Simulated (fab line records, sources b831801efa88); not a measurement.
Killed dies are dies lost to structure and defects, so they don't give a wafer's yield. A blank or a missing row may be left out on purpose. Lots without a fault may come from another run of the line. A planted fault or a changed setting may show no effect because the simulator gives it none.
Chamber matching | flow gf180mcu | GF_V2_CMP_26 on cmp-01: 4 sister chambers
The step polishes, stops on SiO2, t overpolish 15 s, target thk 0 nm. 7 wafers are shown with their chamber, then 7 later ones without.

WAFERS WITH THEIR CHAMBER
wafer  | chamber | time_to_endpoint_s (s) | overpolish_run_s (s)
L857.4 | 1       | 91                     | 14.981
L860.5 | 0       | 94                     | 15.007
L861.2 | 3       | 81                     | 14.996
L861.3 | 0       | 95                     | 15.009
L861.6 | 2       | 87                     | 14.976
L862.1 | 2       | 92                     | 14.996
L862.2 | 3       | 82                     | 15.009

WAFERS WITHOUT THEIR CHAMBER
wafer  | time_to_endpoint_s (s) | overpolish_run_s (s)
L862.6 | 85                     | 14.998
L870.2 | 86                     | 14.992
L870.4 | 95                     | 15.000
L870.6 | 90                     | 15.011
L871.1 | 94                     | 14.997
L871.2 | 87                     | 14.999
L871.3 | 98                     | 14.985

WHICH CHAMBER EACH WENT THROUGH
wafer  | from the rows above               | in truth
L862.6 | can't be placed: 3 or 2 or 1      | 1
L870.2 | can't be placed: 2 or 3 or 1      | 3
L870.4 | can't be placed: 0 or 1           | 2
L870.6 | can't be placed: 0 or 2 or 1 or 3 | 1
L871.1 | can't be placed: 0 or 1 or 2      | 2
L871.2 | can't be placed: 2 or 3 or 1 or 0 | 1
L871.3 | can't be placed: 0 or 1 or 2      | 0
Placed correctly: 0 of 7. Can't be placed from these rows: 7 (the true chamber is among the candidates in 6). Placed wrongly: 0.
How it was worked out, from the rows above alone: a wafer's distance from a chamber is the root of the sum, over the readings, of the square of ((its reading less the chamber's mean) divided by the reading's scatter). The wafer belongs to the nearest chamber; if the next one is less than 2 further off, it can't be placed. A chamber's mean is the mean of its shown wafers. The scatter: the root of (the sum of the squares of (reading less its chamber's mean) over the shown wafers, divided by (wafers less chambers)).
